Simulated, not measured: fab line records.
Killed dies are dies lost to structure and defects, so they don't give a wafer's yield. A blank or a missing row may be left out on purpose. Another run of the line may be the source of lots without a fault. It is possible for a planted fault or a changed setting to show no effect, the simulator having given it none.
fab line records ; flow sky130
[record] lots = 12; wafers = 36; last_day = 50
route steps=708 shown FIELD_ISO@15 NWELL@64 LOCAL_INTERCONNECT@398 PAD_OPEN@708
lots untouched by any fault: they come from a run of this same line in which no faults occurred
start_h: hours from the record's first day to the start of the lot's first wafer shown ; wait_h: hours since the lot's step before ; " repeats the value in the row above ; L1.1+2: a single row standing in for several wafers ; - value missing, or start not given ; * or withheld: withheld ; < > ~ a bound
route shown NAME@n: names a module that has steps shown in the file, with the first one's number in the route ; usual: average and standard deviation across the fault-free wafers ; same: alike in all rows ; chamber/n: place in a boat ; sites: readings site by site ; _std_site: the standard deviation of these ; _edge_site: mean of outer sites minus mean of inner sites ; radius_mm: how far each site lies from the wafer's centre ; mask NAME#n: copy n ; behind: tool/chamber where the wafer was last shaped ; hold: why the lot went on hold/how many hours it stayed there/how the hold came to an end ; device: transistor that didn't switch, given as n, p or np ; end of line: at the end of the route, the tests of the same wafers ; a step without rows: its recipe alone ; killed: not the wafer's yield, but the dies lost to structure and defects at the first sort ; map: per-die view of a wafer (x killed, . not killed, _ where there is no die)
set.NAME: the setting that was run; set.NAME@STEP: the one run at that earlier step ; model.NAME: the simulator's own value behind a step, which no gauge read
the route's steps for a sample of lots (tables are steps, rows are wafers)
services: the hour from which a tool's chamber was out of use, counted from the record's first day as start_h (under 0 if before that day), plus the number of hours and why
[[steps]]
[step SKY_FIELD_ISO_ETCH_14]
[recipe] chemistry = N2/H2; target = BARC; ion_energy_ev = 200; source_w = 500; bias_w = 100; pressure_mtorr = 30; n2_flow_sccm = 100; h2_flow_sccm = 200; stop_on = SiO2; time_s = 45.9; target_depth_a = 600
[usual] drypump_motor_current_A = 6.2/0.38; h2_flow_sccm = 200.1/0.59; oes_product_au = 0.854/0.0051; throttle_valve_pct = 13.225/0.0094
lot.wafer;tool;chamber;start_h;wait_h;drypump_motor_current_A;h2_flow_sccm;oes_product_au;rf_hours_counter_h;throttle_valve_pct
L642.1;rie_diel-01;1;28.99;0.1;5.8;199.5;0.858;3;13.225
L642.3;rie_diel-01;0;28.99;0.1;6.7;199.8;0.858;34;13.219
L642.6;rie_diel-01;1;28.99;0.1;5.8;200.2;0.856;-;13.230
L643.1;rie_diel-03;3;35.42;0.1;6.1;199.8;0.849;77;13.230
L643.2;rie_diel-03;1;35.42;0.1;6.8;199.1;0.854;6;13.205
L643.3;rie_diel-03;2;35.42;0.1;5.9;200.0;0.862;40;13.232
L645.1;rie_diel-03;2;47.49;0.1;5.9;199.8;0.856;40;13.225
L645.4;rie_diel-03;0;47.49;0.1;5.6;201.2;0.850;5;13.233
L645.5;rie_diel-03;2;47.49;0.1;5.9;199.9;0.848;-;13.222
L649.2;rie_diel-01;2;69.19;0.1;6.4;200.9;0.856;153;13.222
L649.4;rie_diel-01;3;69.19;0.1;5.9;199.6;0.857;120;13.237
L649.5;rie_diel-01;0;69.19;0.1;6.7;199.0;0.857;-;13.221
L650.1;rie_diel-01;3;73.87;0.1;5.9;199.6;0.857;120;13.234
L650.2;rie_diel-01;0;73.87;0.1;6.7;200.5;0.859;36;13.219
L650.4;rie_diel-01;2;73.87;0.1;6.4;200.3;0.849;153;13.236
L659.2;rie_diel-04;0;117.97;0.1;6.1;201.2;0.851;51;13.218
L659.3;rie_diel-04;2;117.97;0.1;6.1;200.6;0.849;54;13.219
L659.4;rie_diel-04;1;117.97;0.1;6.7;199.6;0.843;115;13.219
L660.3;rie_diel-01;0;121.92;0.1;6.6;200.2;0.854;37;13.216
L660.4;rie_diel-01;3;121.92;0.1;6.0;199.3;0.852;121;13.222
L660.5;rie_diel-01;2;121.92;0.1;6.4;200.0;0.859;-;13.225
L661.1;rie_diel-01;1;127.79;0.1;5.8;199.6;0.849;6;13.220
L661.3;rie_diel-01;2;127.79;0.1;6.4;199.7;0.857;154;13.214
L661.6;rie_diel-01;0;127.79;0.1;6.7;199.7;0.852;-;13.234
L662.1;rie_diel-01;1;135.47;0.1;5.8;200.6;0.853;6;13.242
L662.2;rie_diel-01;2;135.47;0.1;6.4;200.6;0.845;154;13.228
L662.4;rie_diel-01;0;135.47;0.1;6.7;199.4;0.850;37;13.212
L663.1;rie_diel-01;2;141.69;0.1;6.4;200.3;0.852;155;13.223
L663.2;rie_diel-01;3;141.69;0.1;6.0;200.6;0.866;122;13.231
L663.5;rie_diel-01;3;141.69;0.1;6.0;200.0;0.855;-;13.225
L664.2;rie_diel-03;0;144.12;0.1;5.6;199.9;0.854;7;13.229
L664.3;rie_diel-03;2;144.12;0.1;6.0;199.7;0.860;42;13.220
L664.5;rie_diel-03;2;144.12;0.1;5.9;198.5;0.859;-;13.231
L665.1;rie_diel-04;0;149.07;0.1;6.2;199.5;0.853;51;13.238
L665.4;rie_diel-04;1;149.07;0.1;6.7;199.5;0.855;115;13.222
L665.5;rie_diel-04;2;149.07;0.1;6.1;200.3;0.865;-;13.233
[step SKY_NWELL_IMPLANT_11]
[recipe] species = P; energy_kev = 400; dose_cm2 = 1.9e+13; tilt_deg = withheld
[usual] dose_ions_cm2 = 1.8996e+13/2e+10
lot.wafer;tool;chamber;start_h;wait_h;dose_ions_cm2
L642.1;implanter-02;0;89.22;0.0;1.8976e+13
L642.3;implanter-02;0;89.22;0.0;1.8993e+13
L642.6;implanter-02;0;89.22;0.0;1.8975e+13
L643.1;implanter-02;0;93.02;0.0;1.9003e+13
L643.2;implanter-02;0;93.02;0.0;1.8989e+13
L643.3;implanter-02;0;93.02;0.0;1.9016e+13
L645.1;implanter-01;0;103.63;0.0;1.9039e+13
L645.4;implanter-01;0;103.63;0.0;1.8987e+13
L645.5;implanter-01;0;103.63;0.0;1.8992e+13
L649.2;implanter-02;0;131.34;0.0;1.9643e+13
L649.4;implanter-02;0;131.34;0.0;1.9632e+13
L649.5;implanter-02;0;131.34;0.0;1.9652e+13
L650.1;implanter-02;0;148.63;0.0;1.9636e+13
L650.2;implanter-02;0;148.63;0.0;1.9659e+13
L650.4;implanter-02;0;148.63;0.0;1.9658e+13
L659.2;implanter-01;0;185.33;0.0;1.8973e+13
L659.3;implanter-01;0;185.33;0.0;1.8993e+13
L659.4;implanter-01;0;185.33;0.0;1.899e+13
L660.3;implanter-01;0;190.62;0.1;1.8991e+13
L660.4;implanter-01;0;190.62;0.1;1.898e+13
L660.5;implanter-01;0;190.62;0.1;1.8983e+13
L661.1;implanter-03;0;194.61;0.0;1.9041e+13
L661.3;implanter-03;0;194.61;0.0;1.9004e+13
L661.6;implanter-03;0;194.61;0.0;1.8995e+13
L662.1;implanter-03;0;204.88;0.0;1.8981e+13
L662.2;implanter-03;0;204.88;0.0;1.8999e+13
L662.4;implanter-03;0;204.88;0.0;1.9011e+13
L663.1;implanter-01;0;211.81;0.0;1.8981e+13
L663.2;implanter-01;0;211.81;0.0;1.8992e+13
L663.5;implanter-01;0;211.81;0.0;1.9006e+13
L664.2;implanter-03;0;213.59;0.0;1.9012e+13
L664.3;implanter-03;0;213.59;0.0;1.8994e+13
L664.5;implanter-03;0;213.59;0.0;1.9011e+13
L665.1;implanter-03;0;222.57;0.0;1.9017e+13
L665.4;implanter-03;0;222.57;0.0;1.9005e+13
L665.5;implanter-03;0;222.57;0.0;1.9011e+13
[step SKY_NWELL_RS_MEAS_29]
[recipe] thk_meas_gauge = four-point-probe
[usual] NWELL_RS = 625.4/1.7
lot.wafer;tool;chamber;start_h;wait_h;hold;NWELL_RS[ohm/sq]
L642.1;film_metro-03;-;107.62;0.1;-;627.6
L642.3;film_metro-03;-;107.62;0.1;-;626.6
L642.6;film_metro-03;-;107.62;0.1;-;625.5
L643.1;film_metro-04;-;111.99;0.1;-;625.0
L643.2;film_metro-04;-;111.99;0.1;-;623.7
L643.3;film_metro-04;-;111.99;0.1;-;627.2
L645.1;film_metro-04;-;123.29;0.1;-;624.8
L645.4;film_metro-04;-;123.29;0.1;-;626.2
L645.5;film_metro-04;-;123.29;0.1;-;624.9
L649.2;film_metro-03;-;151.89;0.1;await_dispo/0.2h/release;614.2
L649.4;film_metro-03;-;151.89;0.1;await_dispo/0.2h/release;613.9
L649.5;film_metro-03;-;151.89;0.1;await_dispo/0.2h/release;612.0
L649.2;film_metro-03;-;152.25;0.3;-;614.7
L649.4;film_metro-03;-;152.25;0.3;-;613.8
L649.5;film_metro-03;-;152.25;0.3;-;614.4
L650.1;film_metro-03;-;169.55;0.1;await_dispo/0.2h/release;615.2
L650.2;film_metro-03;-;169.55;0.1;await_dispo/0.2h/release;615.8
L650.4;film_metro-03;-;169.55;0.1;await_dispo/0.2h/release;615.8
L650.1;film_metro-03;-;169.91;0.3;-;614.9
L650.2;film_metro-03;-;169.91;0.3;-;615.3
L650.4;film_metro-03;-;169.91;0.3;-;615.3
L659.2;film_metro-04;-;206.85;0.1;-;625.3
L659.3;film_metro-04;-;206.85;0.1;-;624.2
L659.4;film_metro-04;-;206.85;0.1;-;624.3
L660.3;film_metro-01;-;213.31;0.1;-;622.5
L660.4;film_metro-01;-;213.31;0.1;-;623.3
L660.5;film_metro-01;-;213.31;0.1;-;623.2
L661.1;film_metro-01;-;217.62;0.1;-;624.4
L661.3;film_metro-01;-;217.62;0.1;-;624.0
L661.6;film_metro-01;-;217.62;0.1;-;623.7
L662.1;film_metro-01;-;228.74;0.1;-;628.9
L662.2;film_metro-01;-;228.74;0.1;-;626.7
L662.4;film_metro-01;-;228.74;0.1;-;626.4
L663.1;film_metro-04;-;235.58;0.1;-;623.9
L663.2;film_metro-04;-;235.58;0.1;-;624.8
L663.5;film_metro-04;-;235.58;0.1;-;625.6
L664.2;film_metro-03;-;238.02;0.1;-;624.0
L664.3;film_metro-03;-;238.02;0.1;-;624.6
L664.5;film_metro-03;-;238.02;0.1;-;623.5
L665.1;film_metro-03;-;247.15;0.1;-;624.9
L665.4;film_metro-03;-;247.15;0.1;-;624.2
L665.5;film_metro-03;-;247.15;0.1;-;626.0
[step SKY_LOCAL_INTERCONNECT_CD_MEAS_11]
[recipe] target_cd_nm = 170
[usual] cd_nm = 169.1/1.2
lot.wafer;tool;chamber;start_h;wait_h;cd_nm
L642.1;cd_sem-01;-;721.12;-;168.4
L642.3;cd_sem-01;-;721.12;-;169.4
L642.6;cd_sem-01;-;721.12;-;170.4
L643.1;cd_sem-02;-;729.15;-;170.3
L643.2;cd_sem-02;-;729.15;-;170.8
L643.3;cd_sem-02;-;729.15;-;169.4
L645.1;cd_sem-02;-;741.70;-;171.4
L645.4;cd_sem-02;-;741.70;-;171.0
L645.5;cd_sem-02;-;741.70;-;171.8
L649.2;cd_sem-02;-;784.69;-;168.5
L649.4;cd_sem-02;-;784.69;-;170.4
L649.5;cd_sem-02;-;784.69;-;168.3
L650.1;cd_sem-02;-;804.30;-;168.3
L650.2;cd_sem-02;-;804.30;-;169.7
L650.4;cd_sem-02;-;804.30;-;168.5
L659.2;cd_sem-02;-;849.52;-;171.2
L659.3;cd_sem-02;-;849.52;-;170.0
L659.4;cd_sem-02;-;849.52;-;168.6
L661.1;cd_sem-01;-;858.60;-;169.0
L661.3;cd_sem-01;-;858.60;-;167.2
L661.6;cd_sem-01;-;858.60;-;169.5
L660.3;cd_sem-01;-;865.14;-;166.2
L660.4;cd_sem-01;-;865.14;-;167.5
L660.5;cd_sem-01;-;865.14;-;167.3
L662.1;cd_sem-02;-;872.50;-;169.9
L662.2;cd_sem-02;-;872.50;-;169.2
L662.4;cd_sem-02;-;872.50;-;169.3
L663.1;cd_sem-01;-;878.77;-;168.5
L663.2;cd_sem-01;-;878.77;-;167.5
L663.5;cd_sem-01;-;878.77;-;167.8
L664.2;cd_sem-01;-;883.52;-;170.4
L664.3;cd_sem-01;-;883.52;-;171.7
L664.5;cd_sem-01;-;883.52;-;171.5
L665.1;cd_sem-02;-;890.70;-;168.1
L665.4;cd_sem-02;-;890.70;-;168.4
L665.5;cd_sem-02;-;890.70;-;168.7
[step SKY_LOCAL_INTERCONNECT_OVL_MEAS_12]
[usual] LOCAL_INTERCONNECT_OVL = -1/6.3
lot.wafer;tool;chamber;start_h;wait_h;LOCAL_INTERCONNECT_OVL[nm]
L642.1;overlay-02;-;721.24;0.1;-3
L642.3;overlay-02;-;721.24;0.1;-1
L642.6;overlay-02;-;721.24;0.1;-2
L643.1;overlay-01;-;729.27;0.1;2
L643.2;overlay-01;-;729.27;0.1;2
L643.3;overlay-01;-;729.27;0.1;-2
L645.1;overlay-02;-;741.82;0.1;-10
L645.4;overlay-02;-;741.82;0.1;-7
L645.5;overlay-02;-;741.82;0.1;-5
L649.2;overlay-02;-;784.80;0.1;-2
L649.4;overlay-02;-;784.80;0.1;1
L649.5;overlay-02;-;784.80;0.1;1
L650.1;overlay-02;-;804.42;0.1;-4
L650.2;overlay-02;-;804.42;0.1;11
L650.4;overlay-02;-;804.42;0.1;13
L659.2;overlay-02;-;849.62;0.1;-4
L659.3;overlay-02;-;849.62;0.1;-4
L659.4;overlay-02;-;849.62;0.1;-8
L661.1;overlay-02;-;858.72;0.1;-10
L661.3;overlay-02;-;858.72;0.1;-18
L661.6;overlay-02;-;858.72;0.1;-6
L660.3;overlay-02;-;865.23;0.1;-5
L660.4;overlay-02;-;865.23;0.1;11
L660.5;overlay-02;-;865.23;0.1;-4
L662.1;overlay-01;-;872.62;0.1;-7
L662.2;overlay-01;-;872.62;0.1;-1
L662.4;overlay-01;-;872.62;0.1;5
L663.1;overlay-01;-;878.89;0.1;-1
L663.2;overlay-01;-;878.89;0.1;2
L663.5;overlay-01;-;878.89;0.1;6
L664.2;overlay-02;-;883.62;0.1;-7
L664.3;overlay-02;-;883.62;0.1;5
L664.5;overlay-02;-;883.62;0.1;9
L665.1;overlay-01;-;890.82;0.1;-6
L665.4;overlay-01;-;890.82;0.1;-5
L665.5;overlay-01;-;890.82;0.1;-4
[step SKY_PAD_OPEN_PROBE_99]
[usual] killed_at_M0_to_M3 = 43/7.3; killed_at_M4_up = 3.2/1.9; killed_at_contacts = 25/5.4; killed_at_front_end = 16/4.4; killed_at_other = 0.4/0.66; killed_dies = 87/11; killed_on_rim = 17/4.2; killed_open = 48/7.9; killed_short = 39/6.5
[same] gross_dies = 492; killed_at_back_side = 0
lot.wafer;tool;chamber;start_h;wait_h;killed_at_M0_to_M3;killed_at_M4_up;killed_at_contacts;killed_at_front_end;killed_at_other;killed_dies;killed_on_rim;killed_open;killed_short
L642.1;prober-02;-;1090.82;0.1;49;6;27;20;0;102;12;54;47
L642.3;prober-02;-;1090.92;0.2;47;5;19;15;0;86;16;42;44
L642.6;prober-02;-;1091.07;0.2;57;4;29;12;0;102;20;55;45
L661.1;prober-02;-;1189.46;0.1;29;2;23;8;0;62;8;29;33
L661.3;prober-02;-;1189.56;0.2;40;3;25;10;1;79;13;49;29
L661.6;prober-02;-;1189.71;0.2;42;1;24;17;0;84;14;43;41
// killed by level:class
L642.1 CONTACT:geometric_particle:open=11 VIA1:geometric_particle:open=10 METAL2:geometric_particle:short=9 METAL1:geometric_particle:short=8 VIA2:geometric_particle:open=8 LI_CONTACT:geometric_particle:open=7 FIELD_ISO:geometric_particle:short=6 VIA1:geometric_particle:short=5
L642.3 VIA1:geometric_particle:open=9 CONTACT:geometric_particle:open=8 VIA3:geometric_particle:open=8 METAL1:geometric_particle:short=7 VIA1:geometric_particle:short=7 FIELD_ISO:geometric_particle:open=6 FIELD_ISO:geometric_particle:short=6 CONTACT:geometric_particle:short=5
L642.6 VIA3:geometric_particle:open=11 VIA2:geometric_particle:open=11 CONTACT:geometric_particle:open=9 LI_CONTACT:geometric_particle:open=7 CONTACT:geometric_particle:short=7 VIA2:geometric_particle:short=7 VIA1:geometric_particle:open=7 FIELD_ISO:geometric_particle:open=6
L661.1 METAL2:geometric_particle:short=7 LI_CONTACT:geometric_particle:open=7 CONTACT:geometric_particle:open=6 CONTACT:geometric_particle:short=6 VIA1:geometric_particle:short=5 VIA2:geometric_particle:open=5 VIA1:geometric_particle:open=4 VIA2:geometric_particle:short=2
L661.3 CONTACT:geometric_particle:open=11 VIA3:geometric_particle:open=11 VIA1:geometric_particle:open=8 LI_CONTACT:geometric_particle:open=7 VIA2:geometric_particle:open=7 FIELD_ISO:geometric_particle:short=4 CONTACT:geometric_particle:short=4 METAL2:geometric_particle:short=4
L661.6 CONTACT:geometric_particle:open=9 VIA3:geometric_particle:open=7 FIELD_ISO:geometric_particle:short=6 METAL2:geometric_particle:short=6 VIA3:geometric_particle:short=6 LI_CONTACT:geometric_particle:open=5 LOCAL_INTERCONNECT:geometric_particle:short=5 VIA1:geometric_particle:open=5
[[services]]
tool;chamber;start_h;hours;kind
rie_diel-01;3;9.64;3.8;repair
implanter-02;-;19.45;2.6;repair
rie_diel-04;0;53.95;3.6;repair
rie_diel-03;-;59.35;0.8;repair
implanter-03;-;71.62;5.3;pm
implanter-03;-;83.66;1.7;repair
implanter-01;-;130.78;0.7;repair
rie_diel-04;2;135.39;4.5;repair
rie_diel-01;2;159.53;-;clean
rie_diel-01;2;159.53;21.0;scheduled_down
rie_diel-01;2;159.53;21.0;vent_cycle
rie_diel-01;0;161.94;16.5;repair
implanter-01;-;163.01;1.4;repair
rie_diel-04;3;178.39;6.6;repair
implanter-02;-;182.30;36.3;pm
rie_diel-03;-;203.37;0.3;repair
rie_diel-01;-;207.36;2.8;pm
rie_diel-04;-;215.73;2.8;pm
[[key]]
[first_sign] step = SKY_NWELL_IMPLANT_11; reading = dose_ions_cm2; direction = up; sigmas = 33; usual = *; struck = *
[effect] step = SKY_NWELL_RS_MEAS_29; reading = visit; direction = added
[effect] step = SKY_NWELL_RS_MEAS_29; reading = NWELL_RS; direction = down; sigmas = 6.3; usual = 625.4; struck = 614.5
met_at SKY_NWELL_IMPLANT_11
struck_lots L649,L650
tester_left_out L649,L650
not_acting_at SKY_FIELD_ISO_ETCH_14,SKY_LOCAL_INTERCONNECT_CD_MEAS_11,SKY_LOCAL_INTERCONNECT_OVL_MEAS_12
onset_between 93.02 131.34
[fault] kind = process_parameter_drift; tool = implanter-02; chamber = -; onset_h = 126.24; steps = SKY_NWELL_IMPLANT_11; channel = dose_cm2; offset = *; shape = step; end_h = 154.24; acts_in = *; stated = *
// tester_left_out: of these lots the tester's yield and bins aren't shown, on N5 and GAA mostly nor the transistor test; their killed dies are dies lost to structure and defects alone, not to doping, threshold or leakage, so they don't give the yield
